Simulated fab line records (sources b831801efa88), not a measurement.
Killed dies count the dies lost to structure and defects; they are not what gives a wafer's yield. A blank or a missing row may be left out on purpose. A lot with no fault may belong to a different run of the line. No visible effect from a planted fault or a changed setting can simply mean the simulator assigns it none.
fab line records ; flow sky130
record lots=10; wafers=30; last_day=50
route steps=708 shown SONOS_TUNNEL@162 GATE_OXIDE@201 POLY_GATE@217 POLY_CUT@318 PAD_OPEN@708
lots with no fault: from the same line, run without faults
start_h: hours from the record's first day to the start of the lot's first wafer shown ; wait_h: how many hours have passed since the lot's step before this one ; " unchanged from the row above ; L1.1+2: a single row standing in for several wafers ; - no value, or no start given ; * or withheld: withheld ; < > ~ a bound
route shown NAME@n: NAME is a module with steps in the file, n the number in the route of the first one ; usual: the fault-free wafers' mean and standard deviation ; same: alike in all rows ; chamber/n: place in a boat ; sites: per-site readings ; _std_site: standard deviation of those values ; _edge_site: inner sites' mean taken away from outer sites' mean ; radius_mm: how far each site lies from the wafer's centre ; mask NAME#n: copy n ; behind: the most recent tool/chamber to have shaped the wafer ; hold: why the lot went on hold/how many hours it stayed there/how the hold came to an end ; device: whichever transistor did not switch (one of n, p or np) ; end of line: at the end of the route, the tests of the same wafers ; where a step has no rows: the recipe by itself ; killed: count of dies lost to structure and defects at first sort (not the wafer's yield) ; map: a wafer's dies, marking killed ones x, the rest . and places with no die _
set.NAME: the setting the step ran with; set.NAME@STEP: the setting that earlier step ran with ; model.NAME: the simulator's own value behind a step, which no gauge read
steps of the route over a sample of lots; a table a step, a row a wafer
services: when a tool's chamber went out of use (start_h, in hours from the record's first day, below 0 if earlier), for how many hours, and the reason
## steps
# step SKY_SONOS_TUNNEL_OVL_MEAS_08
# usual SONOS_TUNNEL_OVL=0.2/1.2
lot.wafer;tool;chamber;start_h;wait_h;SONOS_TUNNEL_OVL[nm]
L271.1;overlay-02;-;275.09;0.1;0.2
L271.4;overlay-02;-;275.09;0.1;-1.8
L271.6;overlay-02;-;275.09;0.1;0.6
L272.2;overlay-01;-;283.59;0.1;-0.9
L272.5;overlay-01;-;283.59;0.1;-0.8
L272.6;overlay-01;-;283.59;0.1;0.7
L273.2;overlay-01;-;285.55;0.1;3.8
L273.3;overlay-01;-;285.55;0.1;1.6
L273.4;overlay-01;-;285.55;0.1;0.3
L280.4;overlay-02;-;346.41;0.1;-0.7
L280.5;overlay-02;-;346.41;0.1;-0.3
L280.6;overlay-02;-;346.41;0.1;0.7
L281.1;overlay-01;-;354.95;0.1;-0.4
L281.2;overlay-01;-;354.95;0.1;1.1
L281.6;overlay-01;-;354.95;0.1;0.5
L283.3;overlay-02;-;375.45;0.1;-0.6
L283.4;overlay-02;-;375.45;0.1;-1.6
L283.6;overlay-02;-;375.45;0.1;0.8
L286.2;overlay-01;-;393.65;0.1;-1.3
L286.5;overlay-01;-;393.65;0.1;1.2
L286.6;overlay-01;-;393.65;0.1;-1.2
L288.1;overlay-02;-;416.49;0.1;1.1
L288.3;overlay-02;-;416.49;0.1;1.0
L288.6;overlay-02;-;416.49;0.1;1.5
L289.1;overlay-02;-;424.24;0.1;2.0
L289.3;overlay-02;-;424.24;0.1;0.6
L289.5;overlay-02;-;424.24;0.1;-0.4
L290.2;overlay-01;-;428.10;0.1;1.1
L290.4;overlay-01;-;428.10;0.1;-1.1
L290.6;overlay-01;-;428.10;0.1;-0.9
# step SKY_GATE_OXIDE_TW_MEAS_14
# usual GATE_OXIDE_TW=223/4.1
lot.wafer;tool;chamber;start_h;wait_h;GATE_OXIDE_TW
L271.1;film_metro-03;-;335.46;0.1;223
L271.4;film_metro-03;-;335.46;0.1;224
L271.6;film_metro-03;-;335.46;0.1;224
L273.2;film_metro-04;-;344.92;0.1;230
L273.3;film_metro-04;-;344.92;0.1;230
L273.4;film_metro-04;-;344.92;0.1;230
L272.2;film_metro-02;-;345.22;0.1;219
L272.5;film_metro-02;-;345.22;0.1;219
L272.6;film_metro-02;-;345.22;0.1;218
L280.4;film_metro-04;-;413.39;0.1;227
L280.5;film_metro-04;-;413.39;0.1;229
L280.6;film_metro-04;-;413.39;0.1;229
L281.1;film_metro-02;-;428.22;0.1;220
L281.2;film_metro-02;-;428.22;0.1;219
L281.6;film_metro-02;-;428.22;0.1;220
L283.3;film_metro-02;-;454.39;0.1;220
L283.4;film_metro-02;-;454.39;0.1;219
L283.6;film_metro-02;-;454.39;0.1;220
L286.2;film_metro-02;-;466.02;0.1;219
L286.5;film_metro-02;-;466.02;0.1;219
L286.6;film_metro-02;-;466.02;0.1;218
L288.1;film_metro-03;-;492.31;0.1;223
L288.3;film_metro-03;-;492.31;0.1;222
L288.6;film_metro-03;-;492.31;0.1;222
L289.1;film_metro-03;-;494.06;0.1;223
L289.3;film_metro-03;-;494.06;0.1;222
L289.5;film_metro-03;-;494.06;0.1;222
L290.2;film_metro-02;-;498.43;0.1;219
L290.4;film_metro-02;-;498.43;0.1;219
L290.6;film_metro-02;-;498.43;0.1;219
# step SKY_POLY_GATE_CVD_03
# recipe material=Si3N4; precursor=DCS/NH3; target_thk_nm=75; temp_c=770; time_s=1290; pressure_mtorr=250
# usual susceptor_temp_C=769.9/0.32; zone_power_lower_pct=13.7/0.47
lot.wafer;tool;chamber;start_h;wait_h;susceptor_temp_C;zone_power_lower_pct
L271.1;lpcvd-02;0;369.72;2.9;770.1;13.1
L271.4;lpcvd-02;0;369.72;2.9;769.9;13.3
L271.6;lpcvd-02;0;369.72;2.9;770.7;13.2
L273.2;lpcvd-02;0;375.45;0.2;770.0;13.3
L273.3;lpcvd-02;0;375.45;0.2;770.3;13.2
L273.4;lpcvd-02;0;375.45;0.2;770.3;13.3
L272.2;lpcvd-02;0;377.58;0.0;770.1;13.2
L272.5;lpcvd-02;0;377.58;0.0;770.3;13.4
L272.6;lpcvd-02;0;377.58;0.0;770.1;13.4
L280.4;lpcvd-02;0;453.77;0.8;769.3;13.2
L280.5;lpcvd-02;0;453.77;0.8;769.3;13.4
L280.6;lpcvd-02;0;453.77;0.8;769.6;13.4
L281.1;lpcvd-02;0;462.00;0.0;769.9;13.3
L281.2;lpcvd-02;0;462.00;0.0;769.4;13.2
L281.6;lpcvd-02;0;462.00;0.0;769.8;13.4
L283.3;lpcvd-02;0;488.95;0.1;770.4;13.0
L283.4;lpcvd-02;0;488.95;0.1;770.1;13.4
L283.6;lpcvd-02;0;488.95;0.1;770.5;13.3
L286.2;lpcvd-02;0;503.74;1.5;770.0;13.4
L286.5;lpcvd-02;0;503.74;1.5;769.6;13.4
L286.6;lpcvd-02;0;503.74;1.5;769.9;13.5
L288.1;lpcvd-02;0;526.08;0.0;769.8;13.3
L288.3;lpcvd-02;0;526.08;0.0;769.9;13.4
L288.6;lpcvd-02;0;526.08;0.0;769.6;13.0
L289.1;lpcvd-02;1;530.62;1.0;770.5;14.0
L289.3;lpcvd-02;1;530.62;1.0;770.4;14.3
L289.5;lpcvd-02;1;530.62;1.0;770.0;14.3
L290.2;lpcvd-02;1;531.98;0.7;770.0;14.2
L290.4;lpcvd-02;1;531.98;0.7;770.4;14.3
L290.6;lpcvd-02;1;531.98;0.7;770.1;14.2
# step SKY_POLY_GATE_THK_MEAS_04
# recipe reads=Si3N4_of_POLY_GATE_CVD_03
# usual POLY_GATE_CVD_03_THK=74.7/0.68
lot.wafer;tool;chamber;start_h;wait_h;POLY_GATE_CVD_03_THK[nm]
L271.1;film_metro-01;-;371.07;0.0;135.3
L271.4;film_metro-01;-;371.07;0.0;135.0
L271.6;film_metro-01;-;371.07;0.0;135.6
L273.2;film_metro-01;-;376.82;0.0;134.6
L273.3;film_metro-01;-;376.82;0.0;134.2
L273.4;film_metro-01;-;376.82;0.0;135.6
L272.2;film_metro-04;-;378.95;0.0;134.4
L272.5;film_metro-04;-;378.95;0.0;134.5
L272.6;film_metro-04;-;378.95;0.0;134.5
L280.4;film_metro-04;-;455.15;0.0;74.3
L280.5;film_metro-04;-;455.15;0.0;75.1
L280.6;film_metro-04;-;455.15;0.0;75.1
L281.1;film_metro-03;-;463.36;0.0;75.0
L281.2;film_metro-03;-;463.36;0.0;74.6
L281.6;film_metro-03;-;463.36;0.0;74.3
L283.3;film_metro-03;-;490.33;0.0;74.3
L283.4;film_metro-03;-;490.33;0.0;74.6
L283.6;film_metro-03;-;490.33;0.0;74.6
L286.2;film_metro-01;-;505.10;0.0;74.5
L286.5;film_metro-01;-;505.10;0.0;74.7
L286.6;film_metro-01;-;505.10;0.0;74.6
L288.1;film_metro-01;-;527.44;0.0;75.0
L288.3;film_metro-01;-;527.44;0.0;75.4
L288.6;film_metro-01;-;527.44;0.0;75.4
L289.1;film_metro-03;-;531.98;0.0;74.5
L289.3;film_metro-03;-;531.98;0.0;75.0
L289.5;film_metro-03;-;531.98;0.0;75.0
L290.2;film_metro-03;-;533.35;0.0;74.0
L290.4;film_metro-03;-;533.35;0.0;74.5
L290.6;film_metro-03;-;533.35;0.0;74.1
# step SKY_POLY_GATE_ETCH_16
# recipe stop_on=poly-Si; chemistry=CH3F/O2; target=Si3N4; source_w=400; bias_w=80; pressure_mtorr=25; ch3f_flow_sccm=40; O2_flow_sccm=30; time_s=147.5; target_depth_a=750
# usual drypump_motor_current_A=5.5/0.32; oes_product_au=0.639/0.0056; rf_fwd_power_W=398.4/1.3; throttle_valve_pct=10.536/0.0093
lot.wafer;tool;chamber;start_h;wait_h;drypump_motor_current_A;oes_product_au;rf_fwd_power_W;rf_hours_counter_h;throttle_valve_pct
L271.1;rie_diel-02;2;400.41;0.0;5.6;0.847;399.5;96;10.563
L271.4;rie_diel-02;3;400.41;0.0;5.3;0.856;398.2;21;10.561
L271.6;rie_diel-02;2;400.41;0.0;5.6;0.853;396.8;-;10.575
L273.2;rie_diel-04;2;405.16;0.0;5.0;0.845;399.9;2;10.580
L273.3;rie_diel-04;3;405.16;0.0;5.7;0.845;400.8;75;10.582
L273.4;rie_diel-04;0;405.16;0.0;5.5;0.854;398.8;46;10.564
L272.2;rie_diel-03;2;407.56;0.0;5.5;0.845;396.7;82;10.565
L272.5;rie_diel-03;3;407.56;0.0;5.9;0.852;398.3;-;10.560
L272.6;rie_diel-03;0;407.56;0.0;4.9;0.854;398.8;-;10.551
L280.4;rie_diel-04;0;486.21;0.0;5.5;0.639;399.9;47;10.537
L280.5;rie_diel-04;2;486.21;0.0;5.0;0.635;398.6;-;10.548
L280.6;rie_diel-04;1;486.21;0.0;5.7;0.640;397.4;-;10.526
L281.1;rie_diel-02;0;493.31;0.0;5.6;0.651;399.8;13;10.537
L281.2;rie_diel-02;3;493.31;0.0;5.3;0.633;395.0;22;10.532
L281.6;rie_diel-02;3;493.31;0.0;5.3;0.640;395.7;-;10.545
L283.3;rie_diel-02;2;521.81;0.0;5.6;0.631;399.7;0;10.536
L283.4;rie_diel-02;3;521.81;0.0;5.3;0.640;395.6;23;10.528
L283.6;rie_diel-02;2;521.81;0.0;5.5;0.636;399.6;-;10.530
L286.2;rie_diel-02;3;535.81;0.0;5.3;0.651;397.7;23;10.531
L286.5;rie_diel-02;0;535.81;0.0;5.6;0.639;398.1;-;10.533
L286.6;rie_diel-02;3;535.81;0.0;5.3;0.643;398.9;-;10.537
L288.1;rie_diel-04;2;557.81;0.0;5.0;0.642;399.6;5;10.534
L288.3;rie_diel-04;1;557.81;0.0;5.7;0.634;399.5;2;10.539
L288.6;rie_diel-04;2;557.81;0.0;5.0;0.644;398.7;-;10.535
L289.1;rie_diel-03;3;562.16;0.0;5.9;0.640;398.9;7;10.540
L289.3;rie_diel-03;0;562.16;0.0;4.9;0.641;400.0;66;10.547
L289.5;rie_diel-03;1;562.16;0.0;4.9;0.636;397.5;-;10.543
L290.2;rie_diel-02;0;563.81;0.0;5.6;0.627;399.2;14;10.543
L290.4;rie_diel-02;1;563.81;0.0;5.9;0.636;398.6;35;10.526
L290.6;rie_diel-02;3;563.81;0.0;5.3;0.648;397.1;-;10.546
# step SKY_POLY_GATE_CD_MEAS_22
# usual cd_nm=149.0/2.4
lot.wafer;tool;chamber;start_h;wait_h;cd_nm
L271.1;cd_sem-01;-;407.70;0.1;149.4
L271.4;cd_sem-01;-;407.70;0.1;150.5
L271.6;cd_sem-01;-;407.70;0.1;152.2
L273.2;cd_sem-02;-;407.73;0.1;146.2
L273.3;cd_sem-02;-;407.73;0.1;151.9
L273.4;cd_sem-02;-;407.73;0.1;150.4
L272.2;cd_sem-02;-;415.92;0.1;151.1
L272.5;cd_sem-02;-;415.92;0.1;147.6
L272.6;cd_sem-02;-;415.92;0.1;150.3
L280.4;cd_sem-02;-;487.92;0.1;149.1
L280.5;cd_sem-02;-;487.92;0.1;146.6
L280.6;cd_sem-02;-;487.92;0.1;148.1
L281.1;cd_sem-01;-;495.27;0.1;151.7
L281.2;cd_sem-01;-;495.27;0.1;147.4
L281.6;cd_sem-01;-;495.27;0.1;150.4
L283.3;cd_sem-02;-;523.48;0.1;146.6
L283.4;cd_sem-02;-;523.48;0.1;149.0
L283.6;cd_sem-02;-;523.48;0.1;147.7
L286.2;cd_sem-02;-;537.45;0.1;149.3
L286.5;cd_sem-02;-;537.45;0.1;155.3
L286.6;cd_sem-02;-;537.45;0.1;151.0
L288.1;cd_sem-02;-;559.43;0.1;151.5
L288.3;cd_sem-02;-;559.43;0.1;148.7
L288.6;cd_sem-02;-;559.43;0.1;150.9
L289.1;cd_sem-01;-;564.87;0.1;149.8
L289.3;cd_sem-01;-;564.87;0.1;150.3
L289.5;cd_sem-01;-;564.87;0.1;146.2
L290.2;cd_sem-01;-;566.15;0.1;146.6
L290.4;cd_sem-01;-;566.15;0.1;144.8
L290.6;cd_sem-01;-;566.15;0.1;146.7
# step SKY_POLY_CUT_ETCH_11
# recipe target=Si3N4; chemistry=CF4/CH2F2/Ar; stop_on=poly-Si; source_w=600; bias_w=150; pressure_mtorr=40; cf4_flow_sccm=40; ch2f2_flow_sccm=20; Ar_flow_sccm=150; time_s=42.5; target_depth_a=600
# usual cf4_flow_sccm=40.01/0.11; drypump_motor_current_A=5.5/0.37; oes_product_au=0.828/0.0067; rf_fwd_power_W=593.1/2.2; throttle_valve_pct=14.994/0.0088
lot.wafer;tool;chamber;start_h;wait_h;cf4_flow_sccm;drypump_motor_current_A;oes_product_au;rf_fwd_power_W;rf_hours_counter_h;throttle_valve_pct
L271.1;rie_diel-01;1;591.22;0.0;40.14;5.4;0.989;592.8;22;15.008
L271.4;rie_diel-01;3;591.22;0.0;40.01;6.0;1.003;590.0;12;15.023
L271.6;rie_diel-01;0;591.22;0.0;39.81;5.4;1.008;593.8;-;15.003
L273.2;rie_diel-02;0;593.13;0.0;40.00;5.6;1.026;599.5;15;15.000
L273.3;rie_diel-02;2;593.13;0.0;40.16;5.6;1.010;589.7;2;15.008
L273.4;rie_diel-02;3;593.13;0.0;39.87;5.3;1.016;589.9;25;15.009
L272.2;rie_diel-03;2;599.57;0.0;39.97;5.6;0.999;593.0;1;15.003
L272.5;rie_diel-03;2;599.57;0.0;40.14;5.6;1.001;594.8;-;15.001
L272.6;rie_diel-03;3;599.57;0.0;39.93;5.9;0.992;592.5;-;15.013
L280.4;rie_diel-01;3;668.87;0.0;40.06;6.0;0.831;592.0;13;14.997
L280.5;rie_diel-01;2;668.87;0.0;39.96;6.2;0.823;594.8;-;14.992
L280.6;rie_diel-01;1;668.87;0.0;40.20;5.4;0.828;589.4;-;14.981
L281.1;rie_diel-02;1;674.22;0.0;40.00;5.9;0.831;596.3;37;14.989
L281.2;rie_diel-02;3;674.22;0.0;40.08;5.3;0.829;588.9;26;15.000
L281.6;rie_diel-02;3;674.22;0.0;40.03;5.3;0.827;592.5;-;15.007
L283.3;rie_diel-03;3;706.66;0.0;39.91;5.9;0.814;591.2;11;14.988
L283.4;rie_diel-03;2;706.66;0.0;40.07;5.6;0.823;595.3;3;14.974
L283.6;rie_diel-03;2;706.66;0.0;39.91;5.5;0.822;594.7;-;14.994
L286.2;rie_diel-02;1;709.02;0.0;39.89;5.9;0.822;595.2;38;14.991
L286.5;rie_diel-02;3;709.02;0.0;40.07;5.4;0.826;589.7;-;14.993
L286.6;rie_diel-02;2;709.02;0.0;39.92;5.6;0.830;590.8;-;15.001
L288.1;rie_diel-01;1;736.33;0.0;40.25;5.4;0.832;592.5;24;15.006
L288.3;rie_diel-01;0;736.33;0.0;39.85;5.4;0.828;592.0;7;14.980
L288.6;rie_diel-01;2;736.33;0.0;40.11;6.2;0.838;594.2;-;14.984
L289.1;rie_diel-03;1;736.44;0.0;39.82;5.0;0.832;594.7;18;14.996
L289.3;rie_diel-03;3;736.44;0.0;39.83;5.9;0.828;591.8;12;15.006
L289.5;rie_diel-03;0;736.44;0.0;39.90;4.9;0.833;590.7;-;15.005
L290.2;rie_diel-02;0;740.73;0.0;40.17;5.6;0.833;594.7;18;14.991
L290.4;rie_diel-02;1;740.73;0.0;39.85;5.9;0.826;595.3;39;14.997
L290.6;rie_diel-02;1;740.73;0.0;39.92;5.9;0.817;593.9;-;14.995
# step SKY_PAD_OPEN_PROBE_99
# usual killed_at_M0_to_M3=43/7.2; killed_at_M4_up=3.5/2; killed_at_contacts=24/5.2; killed_at_front_end=15/4.4; killed_at_other=0.2/0.48; killed_dies=85/9.4; killed_on_rim=16/3.7; killed_open=46/7.3; killed_short=39/6.1
# same gross_dies=492; killed_at_back_side=0
lot.wafer;tool;chamber;start_h;wait_h;killed_at_M0_to_M3;killed_at_M4_up;killed_at_contacts;killed_at_front_end;killed_at_other;killed_dies;killed_on_rim;killed_open;killed_short
L271.1;prober-02;-;1099.22;0.1;23;4;13;452;0;492;96;26;32
L271.4;prober-02;-;1099.37;0.2;25;8;27;431;1;492;96;34;47
L271.6;prober-02;-;1099.47;0.2;41;4;18;429;0;492;96;37;33
L273.2;prober-01;-;1100.77;0.1;52;1;27;412;0;492;96;56;33
L273.3;prober-01;-;1100.82;0.2;53;7;19;413;0;492;96;59;36
L273.4;prober-01;-;1100.87;0.2;35;6;21;430;0;492;96;38;35
L272.2;prober-02;-;1102.27;0.1;50;4;19;419;0;492;96;44;41
L272.5;prober-02;-;1102.42;0.2;46;4;18;423;1;492;96;48;40
L272.6;prober-02;-;1102.47;0.2;46;3;12;431;0;492;96;36;42
L280.4;prober-01;-;1149.00;0.2;58;1;27;18;0;104;28;59;45
L280.5;prober-01;-;1149.05;0.2;34;7;28;12;0;81;13;49;32
L280.6;prober-01;-;1149.10;0.2;56;9;26;22;0;113;21;61;52
L281.1;prober-02;-;1153.69;0.1;38;2;25;8;0;73;13;40;33
L281.2;prober-02;-;1153.74;0.1;48;4;19;13;1;85;19;37;48
L281.6;prober-02;-;1153.94;0.2;51;2;25;14;0;92;20;52;40
# killed by level:class
L271.1 POLY_CUT:area_etch=434 VIA1:geometric_particle:open=6 LI_CONTACT:geometric_particle:open=5 METAL1:geometric_particle:open=4 FIELD_ISO:geometric_particle:short=3 FIELD_ISO:geometric_particle:open=3 POLY_GATE:geometric_particle:short=3 POLY_CUT:geometric_particle:short=3
L271.4 POLY_CUT:area_etch=411 CONTACT:geometric_particle:open=8 FIELD_ISO:geometric_particle:short=7 LOCAL_INTERCONNECT:geometric_particle:short=7 METAL4:geometric_particle:short=5 LI_CONTACT:geometric_particle:open=4 CONTACT:geometric_particle:short=4 VIA1:geometric_particle:short=4
L271.6 POLY_CUT:area_etch=422 CONTACT:geometric_particle:open=10 VIA2:geometric_particle:open=8 VIA1:geometric_particle:open=7 VIA3:geometric_particle:open=7 METAL2:geometric_particle:short=6 METAL3:geometric_particle:short=4 LOCAL_INTERCONNECT:geometric_particle:short=3
L273.2 POLY_CUT:area_etch=403 VIA1:geometric_particle:open=13 VIA3:geometric_particle:open=12 LI_CONTACT:geometric_particle:open=10 CONTACT:geometric_particle:open=8 LI_CONTACT:geometric_particle:short=5 VIA3:geometric_particle:short=5 METAL1:geometric_particle:open=4
L273.3 POLY_CUT:area_etch=397 VIA1:geometric_particle:open=14 VIA2:geometric_particle:open=12 CONTACT:geometric_particle:open=10 VIA1:geometric_particle:short=7 VIA3:geometric_particle:open=7 POLY_GATE:geometric_particle:short=6 FIELD_ISO:geometric_particle:open=5
L273.4 POLY_CUT:area_etch=419 CONTACT:geometric_particle:open=9 FIELD_ISO:geometric_particle:short=6 METAL3:geometric_particle:short=6 VIA3:geometric_particle:open=6 VIA2:geometric_particle:open=5 VIA3:geometric_particle:short=4 LI_CONTACT:geometric_particle:open=4
L272.2 POLY_CUT:area_etch=407 VIA1:geometric_particle:open=13 METAL1:geometric_particle:short=9 CONTACT:geometric_particle:open=7 VIA3:geometric_particle:open=7 VIA2:geometric_particle:open=6 POLY_GATE:geometric_particle:short=5 LI_CONTACT:geometric_particle:short=5
L272.5 POLY_CUT:area_etch=404 CONTACT:geometric_particle:open=10 VIA2:geometric_particle:open=9 METAL2:geometric_particle:short=7 VIA1:geometric_particle:open=7 POLY_GATE:geometric_particle:short=6 VIA3:geometric_particle:open=6 FIELD_ISO:geometric_particle:open=5
L272.6 POLY_CUT:area_etch=414 VIA1:geometric_particle:open=9 VIA2:geometric_particle:open=7 METAL1:geometric_particle:short=7 POLY_GATE:geometric_particle:open=6 METAL2:geometric_particle:short=6 FIELD_ISO:geometric_particle:short=5 LI_CONTACT:geometric_particle:short=4
L280.4 VIA1:geometric_particle:open=20 CONTACT:geometric_particle:open=12 VIA1:geometric_particle:short=9 LI_CONTACT:geometric_particle:open=8 POLY_GATE:geometric_particle:short=7 METAL2:geometric_particle:short=6 VIA3:geometric_particle:open=6 VIA2:geometric_particle:short=4
L280.5 CONTACT:geometric_particle:open=10 VIA1:geometric_particle:open=9 LI_CONTACT:geometric_particle:open=8 METAL1:geometric_particle:short=7 FIELD_ISO:geometric_particle:open=6 METAL4:geometric_particle:short=6 VIA2:geometric_particle:open=6 VIA3:geometric_particle:open=6
L280.6 VIA2:geometric_particle:open=11 VIA1:geometric_particle:open=10 LI_CONTACT:geometric_particle:open=9 VIA3:geometric_particle:open=9 POLY_GATE:geometric_particle:short=7 METAL4:geometric_particle:short=7 VIA1:geometric_particle:short=7 FIELD_ISO:geometric_particle:short=6
L281.1 CONTACT:geometric_particle:open=11 VIA1:geometric_particle:open=11 METAL1:geometric_particle:short=5 CONTACT:geometric_particle:short=5 VIA1:geometric_particle:short=5 LI_CONTACT:geometric_particle:open=4 LOCAL_INTERCONNECT:geometric_particle:short=4 VIA3:geometric_particle:open=4
L281.2 METAL1:geometric_particle:short=13 VIA1:geometric_particle:open=11 LI_CONTACT:geometric_particle:open=7 METAL2:geometric_particle:short=7 VIA1:geometric_particle:short=6 POLY_GATE:geometric_particle:short=5 CONTACT:geometric_particle:open=5 FIELD_ISO:geometric_particle:short=3
L281.6 VIA1:geometric_particle:open=10 VIA1:geometric_particle:short=9 CONTACT:geometric_particle:open=8 LI_CONTACT:geometric_particle:open=7 VIA3:geometric_particle:open=7 VIA2:geometric_particle:open=6 FIELD_ISO:geometric_particle:short=4 LOCAL_INTERCONNECT:geometric_particle:short=4
## services
tool;chamber;start_h;hours;kind
rie_diel-01;-;381.46;0.2;repair
rie_diel-04;2;389.03;2.0;repair
rie_diel-03;0;409.05;6.1;repair
rie_diel-01;3;418.23;10.0;repair
rie_diel-01;0;425.17;6.8;repair
rie_diel-04;-;471.34;5.2;repair
rie_diel-03;0;488.34;3.5;repair
rie_diel-02;-;496.01;1.0;repair
rie_diel-03;0;503.66;13.3;repair
rie_diel-03;-;531.28;0.7;repair
rie_diel-01;3;537.59;36.1;repair
rie_diel-03;1;567.94;2.8;repair
rie_diel-02;-;568.63;2.8;pm
rie_diel-04;-;575.21;10.0;pm
rie_diel-03;2;579.16;5.4;repair
rie_diel-03;0;597.45;3.6;repair
rie_diel-02;3;608.81;5.7;repair
rie_diel-04;3;625.72;9.6;repair
rie_diel-02;3;639.15;9.0;repair
rie_diel-02;2;648.33;3.4;repair
rie_diel-02;3;653.73;9.8;repair
rie_diel-03;-;669.25;14.6;pm
rie_diel-02;2;677.69;1.7;repair
rie_diel-03;2;728.26;7.5;repair
## key
first_sign step=SKY_POLY_GATE_THK_MEAS_04; reading=POLY_GATE_CVD_03_THK; direction=up; sigmas=88; usual=74.7; struck=134.9
effect step=SKY_POLY_GATE_ETCH_16; reading=oes_product_au; direction=up; sigmas=38; usual=0.639; struck=0.850
effect step=SKY_POLY_CUT_ETCH_11; reading=oes_product_au; direction=up; sigmas=27; usual=0.828; struck=1.005
effect step=SKY_PAD_OPEN_PROBE_99; reading=killed_at_front_end; direction=up; sigmas=94; usual=15; struck=427
more_kills_born_at SKY_POLY_CUT_ETCH_11@rie_diel-01=1267; SKY_POLY_CUT_ETCH_11@rie_diel-03=1225; SKY_POLY_CUT_ETCH_11@rie_diel-02=1219
met_at SKY_POLY_GATE_CVD_03
struck_lots L271,L272,L273
later_rows_left_out L271.1,L271.4,L271.6,L272.2,L272.5,L272.6,L273.2,L273.3,L273.4
tester_left_out L271,L272,L273
not_acting_at SKY_SONOS_TUNNEL_OVL_MEAS_08,SKY_GATE_OXIDE_TW_MEAS_14,SKY_POLY_GATE_CD_MEAS_22
fault kind=process_parameter_drift; tool=lpcvd-02; chamber=-; onset_h=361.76; steps=SKY_POLY_GATE_CVD_03; channel=target_thk_nm; offset=60.073; shape=step; end_h=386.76; acts_in=these_recipes_only; stated=75
# tester_left_out: of these lots the tester's yield and bins aren't shown, on N5 and GAA mostly nor the transistor test; their killed dies are dies lost to structure and defects alone, not to doping, threshold or leakage, so they don't give the yield
# later_rows_left_out: the simulator's readings of these wafers behind a module that went badly wrong aren't trusted and aren't shown, but for the sort
